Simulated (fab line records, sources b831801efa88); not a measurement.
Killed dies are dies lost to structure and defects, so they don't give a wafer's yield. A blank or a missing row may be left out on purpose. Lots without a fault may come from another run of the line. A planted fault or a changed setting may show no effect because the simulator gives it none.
Problem report in the 8D (eight disciplines) form, filled by code | flow sky130 | the parts of the form that need people (team, actions taken, sign-off) are left out

1. THE PROBLEM
VIA2_HDPCVD_THK at SKY_VIA2_THK_MEAS_01 reads a mean of 1230 nm on 2 wafers of 1 lot; wafers without a fault read 1180 nm with a standard deviation of 11. That is +4.6 standard deviations from the usual mean.
First seen on wafer L895.2, day 39 04:29, on film_metro-04. The record holds 15 wafers of 5 lots with a number at this step. Rule for "out", or "out of limits": more than 4 standard deviations from the usual mean. The other wafers with a number count as sound.

2. WHAT IT IS AND WHAT IT IS NOT
question                    | is                | is not
which readings at this step | VIA2_HDPCVD_THK   | -
which lots                  | L895              | L890, L891, L892, L894
which wafers of those lots  | L895.2, L895.4    | L895.5
read on which gauges        | film_metro-04     | film_metro-01, film_metro-02
when                        | from day 39 04:29 | up to then (13 sound wafers)

3. SUSPECTS, AND WHAT RULES EACH OUT
Counting: a tool at a process step up to the reading stays a suspect if it ran every lot that is out. Sound lots after the first of them don't rule it out here, since some wafers of a struck lot are sound.
- the gauge at SKY_VIA2_THK_MEAS_01: ruled out. All the wafers that are out were read on film_metro-04, but those of them that SKY_VIA2_HDPCVD_00 has rows for are out there too, on other tools.
- rie_metal-04 at SKY_METAL2_DESCUM_17 (chemistry O2, time 8 s): kept. It ran the lot that is out, L895 (day 39 03:33); its last sound lot up to then is L892 (day 38 18:28).
- rie_metal-04 at SKY_METAL2_ETCH_18 (etches BARC in N2/H2, stops on SiO2, time 45.9 s, target depth 60 nm): kept. It ran the lot that is out, L895 (day 39 03:35); its last sound lot up to then is L892 (day 38 18:31).
- rie_metal-04 at SKY_METAL2_METAL_ETCH_19 (etches the open film in Cl2/BCl3, stops on SiO2, target depth 360 nm, time 78 s): kept. It ran the lot that is out, L895 (day 39 03:39); its last sound lot up to then is L892 (day 38 18:35).
- plasma_asher-01 at SKY_METAL2_STRIP_20 (strips in O2/N2): kept. It ran the lot that is out, L895 (day 39 03:44); its last sound lot up to then is L894 (day 38 19:50).
- hdpcvd-02 at SKY_VIA2_HDPCVD_00 (deposits SiO2, target thk 1180 nm, time 196.7 s): kept. It ran the lot that is out, L895 (day 39 04:21); its last sound lot up to then is L894 (day 38 20:31). Its own readings are out on those wafers: run_length_s.
- Within rie_metal-04 at SKY_METAL2_DESCUM_17: the wafers that are out ran in chamber 0; their sound lot-mates ran in chamber 1.
- Within rie_metal-04 at SKY_METAL2_ETCH_18: the wafers that are out ran in chamber 0; their sound lot-mates ran in chamber 1.
- Within rie_metal-04 at SKY_METAL2_METAL_ETCH_19: the wafers that are out ran in chamber 0; their sound lot-mates ran in chamber 1.
- Within plasma_asher-01 at SKY_METAL2_STRIP_20: the wafers that are out ran in chamber 1; their sound lot-mates ran in chamber 0.
Left after counting: rie_metal-04 at SKY_METAL2_DESCUM_17, rie_metal-04 at SKY_METAL2_ETCH_18, rie_metal-04 at SKY_METAL2_METAL_ETCH_19, plasma_asher-01 at SKY_METAL2_STRIP_20, hdpcvd-02 at SKY_VIA2_HDPCVD_00.

4. THE CAUSE (what the simulator had put in)
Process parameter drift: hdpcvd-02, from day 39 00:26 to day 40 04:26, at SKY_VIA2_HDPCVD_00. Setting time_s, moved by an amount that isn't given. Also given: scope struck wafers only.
Counting left 5 suspects, and this tool is among them.

5. THE CHAIN OF EFFECTS, in route order
Each row: a reading whose mean over the struck wafers that have a number lies more than 3 standard deviations from the usual. Only readings for which the record gives a usual standard deviation are gone through. hours: the time from each lot's start at the first step in this table that gives one to its start at this step, as a median over the lots. sigmas: the change in usual standard deviations.
hours | step                 | reading         | usual   | on struck wafers | change | sigmas
0     | SKY_VIA2_HDPCVD_00   | run_length_s    | 224.3 s | 231.2            | +6.9   | +14
0     | SKY_VIA2_THK_MEAS_01 | VIA2_HDPCVD_THK | 1180 nm | 1230             | +50    | +4.6
The process steps in it:
- SKY_VIA2_HDPCVD_00: deposits SiO2, target thk 1180 nm, time 196.7 s.

6. WHAT WOULD HAVE CAUGHT IT SOONER
In this record the first reading out of limits at a measuring or inspecting step was taken at day 39 04:29, 4 hours after the fault began at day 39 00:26.
The tool's own readings at SKY_VIA2_HDPCVD_00 were out on every struck wafer that the step has a row for (run_length_s): an alarm limit on them would have fired on the first of those.
All the lots that are out (1) had begun SKY_VIA2_HDPCVD_00 on hdpcvd-02 by day 39 04:29. A hold on the tool at that time would have spared none of them.
